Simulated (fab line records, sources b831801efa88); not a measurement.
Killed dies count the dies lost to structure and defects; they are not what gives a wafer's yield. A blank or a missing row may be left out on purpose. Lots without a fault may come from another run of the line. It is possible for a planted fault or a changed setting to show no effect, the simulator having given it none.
A sampling plan put to the test | flow gf180mcu | one line in one fab, 53 faults in these records, each fault weighed on the records of the lots it struck
The line's own looks make up the plan; these are the steps of the route where a gauge or inspection reads the wafer and leaves it unchanged. A look is open to judgement when struck wafers have a number at it and the file gives its usual mean and standard deviation on fault-free wafers. Caught: 4 or more of those standard deviations (sigma) separate the usual mean from the mean of the struck wafers at a look after the fault's first step. On the tool: the fault's steps, tested the same way using the tool's own readings. If the struck wafers alone have a blank record, or they carry another recipe, that too counts as caught.

## THE FAULTS, as the simulator had put them in
1. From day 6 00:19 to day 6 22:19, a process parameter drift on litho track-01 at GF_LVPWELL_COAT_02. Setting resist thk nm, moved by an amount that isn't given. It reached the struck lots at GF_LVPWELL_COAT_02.
2. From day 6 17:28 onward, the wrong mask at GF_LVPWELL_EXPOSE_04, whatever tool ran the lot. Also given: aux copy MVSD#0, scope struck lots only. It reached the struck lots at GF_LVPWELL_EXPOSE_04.
3. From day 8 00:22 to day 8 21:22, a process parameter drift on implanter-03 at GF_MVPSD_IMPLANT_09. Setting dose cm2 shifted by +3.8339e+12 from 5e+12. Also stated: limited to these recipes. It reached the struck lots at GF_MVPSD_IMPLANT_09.
4. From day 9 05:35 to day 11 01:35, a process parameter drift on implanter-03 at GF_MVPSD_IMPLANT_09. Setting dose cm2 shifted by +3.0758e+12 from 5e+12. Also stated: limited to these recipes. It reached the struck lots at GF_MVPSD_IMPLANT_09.
5. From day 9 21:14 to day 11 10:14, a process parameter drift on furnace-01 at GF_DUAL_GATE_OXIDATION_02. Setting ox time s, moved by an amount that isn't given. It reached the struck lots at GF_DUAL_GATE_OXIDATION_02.
6. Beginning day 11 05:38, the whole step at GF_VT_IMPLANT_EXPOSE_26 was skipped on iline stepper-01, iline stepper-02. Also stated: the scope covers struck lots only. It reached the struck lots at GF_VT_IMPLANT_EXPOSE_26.
7. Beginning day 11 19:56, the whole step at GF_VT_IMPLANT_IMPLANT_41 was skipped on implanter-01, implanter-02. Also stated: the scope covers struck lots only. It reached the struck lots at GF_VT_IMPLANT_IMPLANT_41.
8. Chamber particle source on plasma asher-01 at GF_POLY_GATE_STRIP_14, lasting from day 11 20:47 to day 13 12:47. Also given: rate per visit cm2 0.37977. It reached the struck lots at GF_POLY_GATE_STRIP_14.
9. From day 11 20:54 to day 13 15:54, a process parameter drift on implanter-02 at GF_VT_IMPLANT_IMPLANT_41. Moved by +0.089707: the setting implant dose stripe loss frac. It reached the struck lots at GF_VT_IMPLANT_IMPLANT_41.
10. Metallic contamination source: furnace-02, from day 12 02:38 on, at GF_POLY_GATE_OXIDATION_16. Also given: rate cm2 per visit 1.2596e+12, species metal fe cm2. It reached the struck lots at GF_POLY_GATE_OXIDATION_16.
11. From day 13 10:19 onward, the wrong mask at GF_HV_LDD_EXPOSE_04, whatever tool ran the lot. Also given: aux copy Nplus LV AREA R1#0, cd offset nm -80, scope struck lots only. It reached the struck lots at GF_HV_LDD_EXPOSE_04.
12. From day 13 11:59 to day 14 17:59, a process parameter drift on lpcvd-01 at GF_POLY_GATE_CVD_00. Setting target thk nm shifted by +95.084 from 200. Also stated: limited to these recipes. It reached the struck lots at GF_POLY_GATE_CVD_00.
13. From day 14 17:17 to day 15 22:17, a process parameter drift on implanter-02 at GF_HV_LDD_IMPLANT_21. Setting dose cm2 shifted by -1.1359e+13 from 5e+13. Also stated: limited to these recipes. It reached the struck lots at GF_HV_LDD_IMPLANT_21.
14. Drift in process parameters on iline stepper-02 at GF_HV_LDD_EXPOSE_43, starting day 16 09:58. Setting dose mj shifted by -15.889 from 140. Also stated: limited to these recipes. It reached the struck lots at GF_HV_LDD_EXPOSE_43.
15. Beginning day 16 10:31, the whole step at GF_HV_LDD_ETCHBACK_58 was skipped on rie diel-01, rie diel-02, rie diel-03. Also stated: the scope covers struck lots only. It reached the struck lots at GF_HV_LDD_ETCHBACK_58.
16. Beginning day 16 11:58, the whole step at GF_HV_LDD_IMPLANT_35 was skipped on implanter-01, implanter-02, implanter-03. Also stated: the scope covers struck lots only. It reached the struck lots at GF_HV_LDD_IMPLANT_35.
17. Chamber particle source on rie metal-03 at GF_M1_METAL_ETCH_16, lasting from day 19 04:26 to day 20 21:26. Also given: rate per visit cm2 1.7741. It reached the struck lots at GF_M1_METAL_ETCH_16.
18. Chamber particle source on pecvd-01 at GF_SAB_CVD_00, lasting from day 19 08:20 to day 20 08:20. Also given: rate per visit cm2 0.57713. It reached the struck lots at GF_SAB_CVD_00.
19. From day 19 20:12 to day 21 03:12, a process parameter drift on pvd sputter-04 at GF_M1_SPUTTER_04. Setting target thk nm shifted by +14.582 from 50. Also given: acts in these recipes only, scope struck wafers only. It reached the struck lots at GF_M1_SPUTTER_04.
20. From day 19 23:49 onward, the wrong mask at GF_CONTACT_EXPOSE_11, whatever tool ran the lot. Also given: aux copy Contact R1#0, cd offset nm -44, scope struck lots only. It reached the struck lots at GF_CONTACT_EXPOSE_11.
21. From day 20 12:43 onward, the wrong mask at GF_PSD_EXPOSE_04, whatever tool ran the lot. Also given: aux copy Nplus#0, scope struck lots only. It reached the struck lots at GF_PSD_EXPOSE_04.
22. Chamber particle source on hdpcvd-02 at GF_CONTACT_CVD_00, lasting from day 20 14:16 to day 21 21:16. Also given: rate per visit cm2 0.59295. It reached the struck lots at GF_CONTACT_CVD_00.
23. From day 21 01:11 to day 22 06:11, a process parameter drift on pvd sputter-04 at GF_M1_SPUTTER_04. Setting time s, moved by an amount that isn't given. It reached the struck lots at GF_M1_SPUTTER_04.
24. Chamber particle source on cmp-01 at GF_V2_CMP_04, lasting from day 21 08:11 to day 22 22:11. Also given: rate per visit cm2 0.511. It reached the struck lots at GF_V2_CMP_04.
25. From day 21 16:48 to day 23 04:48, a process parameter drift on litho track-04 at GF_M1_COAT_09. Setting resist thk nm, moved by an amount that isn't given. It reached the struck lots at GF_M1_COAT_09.
26. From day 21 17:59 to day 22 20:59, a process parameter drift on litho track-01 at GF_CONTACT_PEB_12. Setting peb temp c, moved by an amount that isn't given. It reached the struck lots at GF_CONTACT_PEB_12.
27. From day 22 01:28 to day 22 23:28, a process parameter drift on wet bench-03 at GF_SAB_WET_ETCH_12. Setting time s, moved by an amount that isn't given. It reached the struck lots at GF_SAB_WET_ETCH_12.
28. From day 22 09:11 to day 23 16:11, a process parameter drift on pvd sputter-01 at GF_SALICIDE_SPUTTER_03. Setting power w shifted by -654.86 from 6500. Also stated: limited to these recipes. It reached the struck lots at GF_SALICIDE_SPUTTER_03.
29. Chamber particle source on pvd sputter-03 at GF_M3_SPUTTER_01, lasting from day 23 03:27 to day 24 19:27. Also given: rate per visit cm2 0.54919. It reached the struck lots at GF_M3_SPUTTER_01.
30. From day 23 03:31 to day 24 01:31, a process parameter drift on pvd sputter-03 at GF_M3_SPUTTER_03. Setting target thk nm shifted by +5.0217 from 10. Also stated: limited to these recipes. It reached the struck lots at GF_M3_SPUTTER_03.
31. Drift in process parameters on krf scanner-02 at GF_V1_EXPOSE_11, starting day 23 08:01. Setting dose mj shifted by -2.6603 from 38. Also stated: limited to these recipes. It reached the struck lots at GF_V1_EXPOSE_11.
32. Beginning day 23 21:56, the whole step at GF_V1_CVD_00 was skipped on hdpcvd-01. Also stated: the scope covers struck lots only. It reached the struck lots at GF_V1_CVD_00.
33. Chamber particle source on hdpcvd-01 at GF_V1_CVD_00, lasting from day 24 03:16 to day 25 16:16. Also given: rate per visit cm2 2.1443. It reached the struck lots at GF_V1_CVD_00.
34. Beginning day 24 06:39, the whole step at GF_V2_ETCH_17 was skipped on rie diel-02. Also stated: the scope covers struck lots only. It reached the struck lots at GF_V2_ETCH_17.
35. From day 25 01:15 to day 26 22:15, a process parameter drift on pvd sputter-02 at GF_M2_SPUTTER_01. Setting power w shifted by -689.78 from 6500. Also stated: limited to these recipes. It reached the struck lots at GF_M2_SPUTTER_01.
36. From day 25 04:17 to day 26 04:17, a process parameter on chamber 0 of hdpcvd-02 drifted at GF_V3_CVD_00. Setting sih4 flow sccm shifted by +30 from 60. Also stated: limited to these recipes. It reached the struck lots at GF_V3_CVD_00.
37. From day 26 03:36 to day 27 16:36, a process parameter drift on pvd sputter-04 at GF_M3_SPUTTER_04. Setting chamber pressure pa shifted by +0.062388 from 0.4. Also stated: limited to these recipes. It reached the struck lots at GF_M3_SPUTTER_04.
38. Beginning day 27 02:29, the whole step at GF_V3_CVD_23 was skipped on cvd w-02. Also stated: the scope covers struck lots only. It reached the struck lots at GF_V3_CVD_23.
39. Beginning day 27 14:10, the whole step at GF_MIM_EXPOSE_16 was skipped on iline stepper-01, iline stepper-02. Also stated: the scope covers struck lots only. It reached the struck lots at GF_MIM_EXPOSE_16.
40. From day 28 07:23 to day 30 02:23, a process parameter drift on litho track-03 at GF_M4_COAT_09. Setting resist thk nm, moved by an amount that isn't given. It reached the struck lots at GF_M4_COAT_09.
41. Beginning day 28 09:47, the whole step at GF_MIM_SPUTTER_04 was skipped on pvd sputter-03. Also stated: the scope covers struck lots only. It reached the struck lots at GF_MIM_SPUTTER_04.
42. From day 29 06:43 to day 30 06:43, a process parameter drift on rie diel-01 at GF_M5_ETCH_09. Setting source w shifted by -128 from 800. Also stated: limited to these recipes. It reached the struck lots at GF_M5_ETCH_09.
43. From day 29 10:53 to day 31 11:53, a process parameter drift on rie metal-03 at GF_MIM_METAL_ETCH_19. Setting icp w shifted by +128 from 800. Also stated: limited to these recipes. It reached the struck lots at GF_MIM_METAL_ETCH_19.
44. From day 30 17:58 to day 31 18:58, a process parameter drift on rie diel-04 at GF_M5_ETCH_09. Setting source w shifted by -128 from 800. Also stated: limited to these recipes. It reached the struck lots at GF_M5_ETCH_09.
45. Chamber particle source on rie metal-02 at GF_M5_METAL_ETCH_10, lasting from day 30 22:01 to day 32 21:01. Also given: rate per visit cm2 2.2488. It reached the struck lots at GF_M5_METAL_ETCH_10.
46. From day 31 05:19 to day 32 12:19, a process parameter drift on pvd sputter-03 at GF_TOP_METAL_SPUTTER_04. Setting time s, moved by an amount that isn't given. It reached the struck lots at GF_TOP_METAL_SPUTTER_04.
47. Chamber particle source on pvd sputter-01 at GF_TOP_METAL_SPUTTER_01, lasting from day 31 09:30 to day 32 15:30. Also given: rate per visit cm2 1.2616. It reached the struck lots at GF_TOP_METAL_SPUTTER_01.
48. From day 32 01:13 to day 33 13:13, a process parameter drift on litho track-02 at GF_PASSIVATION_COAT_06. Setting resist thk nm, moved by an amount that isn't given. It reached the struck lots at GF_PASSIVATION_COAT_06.
49. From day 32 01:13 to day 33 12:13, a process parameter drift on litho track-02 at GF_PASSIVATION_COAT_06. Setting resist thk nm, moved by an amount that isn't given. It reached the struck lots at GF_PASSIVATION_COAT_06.
50. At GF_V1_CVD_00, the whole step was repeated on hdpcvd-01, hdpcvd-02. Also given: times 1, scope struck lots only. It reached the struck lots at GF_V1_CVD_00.
51. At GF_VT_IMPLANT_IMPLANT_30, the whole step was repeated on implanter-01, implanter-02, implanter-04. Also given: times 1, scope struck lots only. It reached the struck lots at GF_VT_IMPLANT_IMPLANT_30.
52. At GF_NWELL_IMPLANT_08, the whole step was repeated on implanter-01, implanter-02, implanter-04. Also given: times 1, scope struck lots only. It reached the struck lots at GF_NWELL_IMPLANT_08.
53. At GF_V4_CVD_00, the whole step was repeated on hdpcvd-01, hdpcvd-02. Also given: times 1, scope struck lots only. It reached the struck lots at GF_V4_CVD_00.

## WHAT THE PLAN SAW
fault | on the tool itself                               | first look that catches it                      | reading, sigma                                               | median hours from its first step to that look | hours from the fault's start to the first struck lot there | judged looks passed uncaught
1     | under 2 sigma                                    | none of the 2 looks that can be judged after it | -                                                            | -                                             | -                                                          | 2
2     | no reading that can be judged                    | GF_LVPWELL_TW_MEAS_11                           | LVPWELL_TW -99 or beyond                                     | 8.3                                           | 11                                                         | 0
3     | dose ions cm2 +99 or beyond sigma                | GF_MVPSD_TW_MEAS_11                             | MVPSD_TW +7.9                                                | 0.2                                           | 6                                                          | 0
4     | dose ions cm2 +99 or beyond sigma                | GF_MVPSD_TW_MEAS_11                             | MVPSD_TW +5.1                                                | 0.2                                           | 7                                                          | 0
5     | under 2 sigma                                    | GF_DUAL_GATE_THK_MEAS_03                        | DUAL_GATE_OXIDATION_00_THK +27                               | 1.4                                           | 10                                                         | 0
6     | no reading that can be judged                    | no look after it can be judged                  | -                                                            | -                                             | -                                                          | 0
7     | the tool's record is blank for the struck wafers | GF_VT_IMPLANT_TW_MEAS_43                        | VT_IMPLANT_4_TW -99 or beyond                                | 0.2                                           | 3                                                          | 0
8     | under 2 sigma                                    | no look after it can be judged                  | -                                                            | -                                             | -                                                          | 0
9     | under 2 sigma                                    | none of the 2 looks that can be judged after it | strongest: VT_IMPLANT_4_TW at GF_VT_IMPLANT_TW_MEAS_43, -3.6 | -                                             | -                                                          | 2
10    | under 2 sigma                                    | no look after it can be judged                  | -                                                            | -                                             | -                                                          | 0
11    | no reading that can be judged                    | GF_HV_LDD_CD_MEAS_07                            | cd nm -30                                                    | 10.5                                          | 14                                                         | 0
12    | no reading that can be judged                    | GF_POLY_GATE_THK_MEAS_01                        | POLY_GATE_CVD_00_THK +68                                     | 1.4                                           | 6                                                          | 0
13    | dose ions cm2 -99 or beyond sigma                | GF_HV_LDD_TW_MEAS_23                            | HV_LDD_2_TW -14                                              | 0.2                                           | 4                                                          | 0
14    | exposure dose mJ cm2 -99 or beyond sigma         | GF_HV_LDD_CD_MEAS_46                            | cd nm -13                                                    | 10.8                                          | 14                                                         | 0
15    | the tool's record is blank for the struck wafers | no look after it can be judged                  | -                                                            | -                                             | -                                                          | 0
16    | the tool's record is blank for the struck wafers | GF_HV_LDD_TW_MEAS_38                            | HV_LDD_3_TW -15                                              | 0.4                                           | 5                                                          | 0
17    | under 2 sigma                                    | not the one look that can be judged after it    | -                                                            | -                                             | -                                                          | 1
18    | under 2 sigma                                    | none of the 3 looks that can be judged after it | -                                                            | -                                             | -                                                          | 3
19    | under 2 sigma                                    | not the one look that can be judged after it    | strongest: M1_ALCU_THK at GF_M1_THK_MEAS_06, -2.6            | -                                             | -                                                          | 1
20    | under 2 sigma                                    | GF_CONTACT_CD_MEAS_14                           | cd nm -31                                                    | 12.1                                          | 16                                                         | 0
21    | no reading that can be judged                    | GF_PSD_TW_MEAS_11                               | PSD_TW -99 or beyond                                         | 12.4                                          | 16                                                         | 0
22    | no reading that can be judged                    | not the one look that can be judged after it    | -                                                            | -                                             | -                                                          | 1
23    | under 2 sigma                                    | none of the 7 looks that can be judged after it | -                                                            | -                                             | -                                                          | 7
24    | under 2 sigma                                    | not the one look that can be judged after it    | -                                                            | -                                             | -                                                          | 1
25    | no reading that can be judged                    | no look after it can be judged                  | -                                                            | -                                             | -                                                          | 0
26    | heater power total W +12 sigma                   | not the one look that can be judged after it    | strongest: cd nm at GF_CONTACT_CD_MEAS_14, +3.2              | -                                             | -                                                          | 1
27    | run length s -36 sigma                           | no look after it can be judged                  | -                                                            | -                                             | -                                                          | 0
28    | cathode dc power W -99 or beyond sigma           | GF_SALICIDE_THK_MEAS_05                         | SALICIDE_TIN_THK -4.7                                        | 0.2                                           | 5                                                          | 0
29    | under 2 sigma                                    | none of the 2 looks that can be judged after it | -                                                            | -                                             | -                                                          | 2
30    | under 2 sigma                                    | no look after it can be judged                  | -                                                            | -                                             | -                                                          | 0
31    | exposure dose mJ cm2 -65 sigma                   | GF_V1_CD_MEAS_14                                | cd nm -8.6                                                   | 10.8                                          | 16                                                         | 0
32    | the tool's record is blank for the struck wafers | not the one look that can be judged after it    | strongest: V1_BOW at GF_V1_BOW_MEAS_05, -3.1                 | -                                             | -                                                          | 1
33    | under 2 sigma                                    | not the one look that can be judged after it    | -                                                            | -                                             | -                                                          | 1
34    | the tool's record is blank for the struck wafers | no look after it can be judged                  | -                                                            | -                                             | -                                                          | 0
35    | cathode dc power W -99 or beyond sigma           | no look after it can be judged                  | -                                                            | -                                             | -                                                          | 0
36    | sih4 flow sccm +99 or beyond sigma               | GF_V3_THK_MEAS_01                               | V3_CVD_00_THK +36                                            | 0.1                                           | 15                                                         | 0
37    | chamber pressure pa +65 sigma                    | none of the 7 looks that can be judged after it | -                                                            | -                                             | -                                                          | 7
38    | the tool's record is blank for the struck wafers | GF_V3_RS_MEAS_24                                | V3_W_RS +99 or beyond                                        | 0.1                                           | 4                                                          | 0
39    | no reading that can be judged                    | no look after it can be judged                  | -                                                            | -                                             | -                                                          | 0
40    | under 2 sigma                                    | no look after it can be judged                  | -                                                            | -                                             | -                                                          | 0
41    | the tool's record is blank for the struck wafers | no look after it can be judged                  | -                                                            | -                                             | -                                                          | 0
42    | rf fwd power W -29 sigma                         | no look after it can be judged                  | -                                                            | -                                             | -                                                          | 0
43    | rf fwd power W +38 sigma                         | no look after it can be judged                  | -                                                            | -                                             | -                                                          | 0
44    | rf fwd power W -27 sigma                         | no look after it can be judged                  | -                                                            | -                                             | -                                                          | 0
45    | under 2 sigma                                    | no look after it can be judged                  | -                                                            | -                                             | -                                                          | 0
46    | under 2 sigma                                    | none of the 4 looks that can be judged after it | -                                                            | -                                             | -                                                          | 4
47    | under 2 sigma                                    | no look after it can be judged                  | -                                                            | -                                             | -                                                          | 0
48    | under 2 sigma                                    | no look after it can be judged                  | -                                                            | -                                             | -                                                          | 0
49    | under 2 sigma                                    | no look after it can be judged                  | -                                                            | -                                             | -                                                          | 0
50    | under 2 sigma                                    | GF_V1_THK_MEAS_01                               | V1_CVD_00_THK +98                                            | 0.3                                           | -                                                          | 0
51    | under 2 sigma                                    | GF_VT_IMPLANT_TW_MEAS_32                        | VT_IMPLANT_3_TW +43                                          | 0.6                                           | -                                                          | 0
52    | under 2 sigma                                    | GF_NWELL_TW_MEAS_11                             | NWELL_TW +34                                                 | 0.8                                           | -                                                          | 0
53    | no reading that can be judged                    | GF_V4_THK_MEAS_01                               | V4_CVD_00_THK +72                                            | 0.3                                           | -                                                          | 0
A dash: this means the fault isn't caught or the number doesn't appear in these records.

Caught at a look: 20 of 53. Caught on the tool: 21 of 53. By one or the other: 31 of 53.
On the tool alone, faults 15, 26, 27, 32, 34, 35, 37, 41, 42, 43, 44 were caught.
Caught at a look alone: faults 2, 5, 11, 12, 20, 21, 50, 51, 52, 53.
Caught by neither: faults 1, 6, 8, 9, 10, 17, 18, 19, 22, 23, 24, 25, 29, 30, 33, 39, 40, 45, 46, 47, 48, 49.

## THINNER SAMPLING
Were the look that catches a fault to measure just every second or every third lot (counted by lot number), the first struck lot would, at worst, be measured this late:
fault | struck lots at that look, in order of time | every lot | every second lot | every third lot
2     | L629                                       | 11 h      | may miss it      | may miss it
3     | L529, L531                                 | 6 h       | may miss all 2   | may miss all 2
4     | L357, L358, L359                           | 7 h       | 12 h             | 18 h
5     | L666, L670                                 | 10 h      | may miss all 2   | may miss all 2
7     | L419, L420                                 | 3 h       | 11 h             | may miss all 2
11    | L518                                       | 14 h      | may miss it      | may miss it
12    | L369, L370, L371                           | 6 h       | 9 h              | 18 h
13    | L934, L936, L937                           | 4 h       | 24 h             | may miss all 3
14    | L286, L288                                 | 14 h      | may miss all 2   | may miss all 2
16    | L660, L661, L662                           | 5 h       | 13 h             | 25 h
20    | L404                                       | 16 h      | may miss it      | may miss it
21    | L515                                       | 16 h      | may miss it      | may miss it
28    | L756, L758                                 | 5 h       | may miss all 2   | may miss all 2
31    | L397, L401                                 | 16 h      | may miss all 2   | may miss all 2
36    | L961                                       | 15 h      | may miss it      | may miss it
38    | L523, L524, L525                           | 4 h       | 9 h              | 17 h
Hours count from the start of the fault until the first struck lot that is measured. 4 sigma limit: tested on the pooled struck wafers, so a lone lot may be under it. Other struck lots may not be in these records.

## THE LONGEST TIMED WAY FROM STEP TO LOOK
For fault 21, GF_PSD_EXPOSE_04 and GF_PSD_TW_MEAS_11 are separated by a median of 12.4 hours. No look between them can be judged.
